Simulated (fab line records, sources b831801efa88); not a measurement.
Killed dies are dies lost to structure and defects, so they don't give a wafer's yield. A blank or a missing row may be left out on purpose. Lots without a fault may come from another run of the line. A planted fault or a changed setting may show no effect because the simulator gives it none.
Which tool did it? | flow sky130 | 12 lots, 36 wafers sampled, at 4 steps of a route of 708

WHAT THE GAUGES READ, wafer by wafer
SKY_PASSIVATION_THK_MEAS_01. Usual: PASSIVATION_CVD_00_THK 89.6 nm, standard deviation 1.1.
lot  | measured     | on            | PASSIVATION_CVD_00_THK (nm) | flag
L441 | day 44 03:22 | film_metro-02 | 88.2 88.4 90.2              |
L442 | day 44 17:41 | film_metro-01 | 90.5 90.8 91.1              |
L443 | day 44 21:34 | film_metro-02 | 88.6 90.6 89.9              |
L444 | day 45 03:17 | film_metro-04 | 89.7 91.3 90.9              |
L445 | day 45 05:38 | film_metro-01 | 89.6 90.7 90.8              |
L449 | day 46 07:10 | film_metro-04 | 88.2 90.0 90.2              |
L450 | day 46 23:16 | film_metro-02 | 88.9 87.5 88.7              |
L452 | day 47 06:03 | film_metro-01 | 90.1 89.6 91.3              |
L456 | day 48 08:26 | film_metro-04 | 90.1 88.0 89.7              |
L457 | day 48 23:19 | film_metro-02 | 90.4 89.7 90.1              |
L459 | day 49 01:02 | film_metro-01 | 88.0 87.3 90.1              |
L460 | day 49 01:16 | film_metro-04 | 89.1 91.1 90.8              |

WHICH TOOL RAN EACH LOT (tool, then ch and the chambers of the sampled wafers, then the start)
lot  | SKY_CAP2M_STRIP_14                   | SKY_METAL4_STRIP_19                  | SKY_METAL5_SPUTTER_03
L441 | plasma_asher-03 ch 1, day 41 01:34   | plasma_asher-01 ch 0,1, day 42 02:19 | pvd_sputter-04, day 43 04:15
L442 | plasma_asher-04 ch 0,1, day 41 17:44 | plasma_asher-01 ch 0,1, day 42 17:19 | pvd_sputter-01, day 43 19:02
L443 | plasma_asher-04 ch 0,1, day 41 21:56 | plasma_asher-02 ch 0,1, day 42 22:11 | pvd_sputter-03, day 43 23:21
L444 | plasma_asher-04 ch 0,1, day 42 02:18 | plasma_asher-01 ch 0,1, day 43 03:17 | pvd_sputter-03, day 44 04:03
L445 | plasma_asher-02 ch 0,1, day 42 07:35 | plasma_asher-01 ch 0,1, day 43 06:58 | pvd_sputter-01, day 44 06:55
L449 | plasma_asher-04 ch 0,1, day 43 09:21 | plasma_asher-01 ch 0,1, day 44 08:46 | pvd_sputter-01, day 45 10:05
L450 | plasma_asher-02 ch 0,1, day 44 02:45 | plasma_asher-02 ch 0,1, day 45 02:00 | pvd_sputter-03, day 46 01:32
L452 | plasma_asher-04 ch 0,1, day 44 10:07 | plasma_asher-04 ch 0,1, day 45 08:46 | pvd_sputter-01, day 46 09:02
L456 | plasma_asher-02 ch 0, day 45 16:54   | plasma_asher-04 ch 1, day 46 14:03   | pvd_sputter-03, day 47 12:28
L457 | plasma_asher-02 ch 0,1, day 46 08:30 | plasma_asher-01 ch 0,1, day 47 06:20 | pvd_sputter-01, day 48 03:43
L459 | plasma_asher-02 ch 0,1, day 46 09:30 | plasma_asher-04 ch 0,1, day 47 07:21 | pvd_sputter-04, day 48 04:55
L460 | plasma_asher-02 ch 0,1, day 46 10:15 | plasma_asher-02 ch 0,1, day 47 07:44 | pvd_sputter-04, day 48 05:37
- SKY_CAP2M_STRIP_14: strips in O2/N2.
- SKY_METAL4_STRIP_19: strips in O2/N2.
- SKY_METAL5_SPUTTER_03: material Ti, target thk 5 nm, time 3.3 s.

WHAT THE TOOLS THEMSELVES READ (means of the sampled wafers that have a number; where no wafer has one, the mark that the record gives instead)
SKY_CAP2M_STRIP_14. Usual: drypump_motor_current_A 5.6 A, standard deviation 0.58; oes_product_au 0.710 a.u., standard deviation 0.0048; strip_time_to_endpoint_s 12.65 s, standard deviation 0.038.
lot  | tool            | drypump_motor_current_A (A) | oes_product_au (a.u.) | strip_time_to_endpoint_s (s) | flag
L441 | plasma_asher-03 | 5.8                         | 0.710                 | 12.64                        |
L442 | plasma_asher-04 | 5.1                         | 0.713                 | 12.66                        |
L443 | plasma_asher-04 | 5.1                         | 0.714                 | 12.67                        |
L444 | plasma_asher-04 | 5.1                         | 0.713                 | 12.66                        |
L445 | plasma_asher-02 | 6.4                         | 0.706                 | 12.67                        |
L449 | plasma_asher-04 | 5.1                         | 0.711                 | 12.59                        |
L450 | plasma_asher-02 | 6.3                         | 0.712                 | 12.65                        |
L452 | plasma_asher-04 | 5.1                         | 0.709                 | 12.59                        |
L456 | plasma_asher-02 | 6.4                         | 0.712                 | 12.70                        |
L457 | plasma_asher-02 | 6.3                         | 0.709                 | 12.69                        |
L459 | plasma_asher-02 | 6.4                         | 0.708                 | 12.65                        |
L460 | plasma_asher-02 | 6.3                         | 0.707                 | 12.60                        |

SKY_METAL4_STRIP_19. Usual: drypump_motor_current_A 5.8 A, standard deviation 0.52; oes_product_au 0.503 a.u., standard deviation 0.0051; strip_time_to_endpoint_s 6.56 s, standard deviation 0.072.
lot  | tool            | drypump_motor_current_A (A) | oes_product_au (a.u.) | strip_time_to_endpoint_s (s) | flag
L441 | plasma_asher-01 | 5.6                         | 0.509                 | 6.67                         |
L442 | plasma_asher-01 | 5.6                         | 0.503                 | 6.53                         |
L443 | plasma_asher-02 | 6.4                         | 0.499                 | 6.57                         |
L444 | plasma_asher-01 | 5.6                         | 0.503                 | 6.53                         |
L445 | plasma_asher-01 | 5.9                         | 0.504                 | 6.64                         |
L449 | plasma_asher-01 | 5.6                         | 0.503                 | 6.58                         |
L450 | plasma_asher-02 | 6.4                         | 0.503                 | 6.53                         |
L452 | plasma_asher-04 | 5.1                         | 0.499                 | 6.50                         |
L456 | plasma_asher-04 | 5.1                         | 0.501                 | 6.46                         |
L457 | plasma_asher-01 | 5.9                         | 0.503                 | 6.49                         |
L459 | plasma_asher-04 | 5.1                         | 0.503                 | 6.62                         |
L460 | plasma_asher-02 | 6.4                         | 0.508                 | 6.66                         |

SKY_METAL5_SPUTTER_03. Usual: throttle_valve_pct 30.5 %, standard deviation 1.
lot  | tool           | throttle_valve_pct (%) | flag
L441 | pvd_sputter-04 | 31.7                   |
L442 | pvd_sputter-01 | 30.0                   |
L443 | pvd_sputter-03 | 30.9                   |
L444 | pvd_sputter-03 | 29.9                   |
L445 | pvd_sputter-01 | 29.9                   |
L449 | pvd_sputter-01 | 29.8                   |
L450 | pvd_sputter-03 | 30.0                   |
L452 | pvd_sputter-01 | 29.7                   |
L456 | pvd_sputter-03 | 30.4                   |
L457 | pvd_sputter-01 | 29.4                   |
L459 | pvd_sputter-04 | 31.9                   |
L460 | pvd_sputter-04 | 31.7                   |

THE ANSWER, worked out from the rows above alone
Rule: a lot is off if the mean of its wafers that have a number lies more than 3 standard deviations from the usual mean. A lot without any number at a reading at which 4 lots or more have one is off too. The other lots that the step has rows for count as sound. The gauges are gone through in route order, then the tools' own readings, and for those a lot's mean is taken as printed above. The first step at which some lot is off is used, and at that step the reading that is off furthest; a lot without a number counts as furthest.
No lot is off at any reading shown: from this, nothing can be told.

WHAT THE SIMULATOR HAD PUT IN
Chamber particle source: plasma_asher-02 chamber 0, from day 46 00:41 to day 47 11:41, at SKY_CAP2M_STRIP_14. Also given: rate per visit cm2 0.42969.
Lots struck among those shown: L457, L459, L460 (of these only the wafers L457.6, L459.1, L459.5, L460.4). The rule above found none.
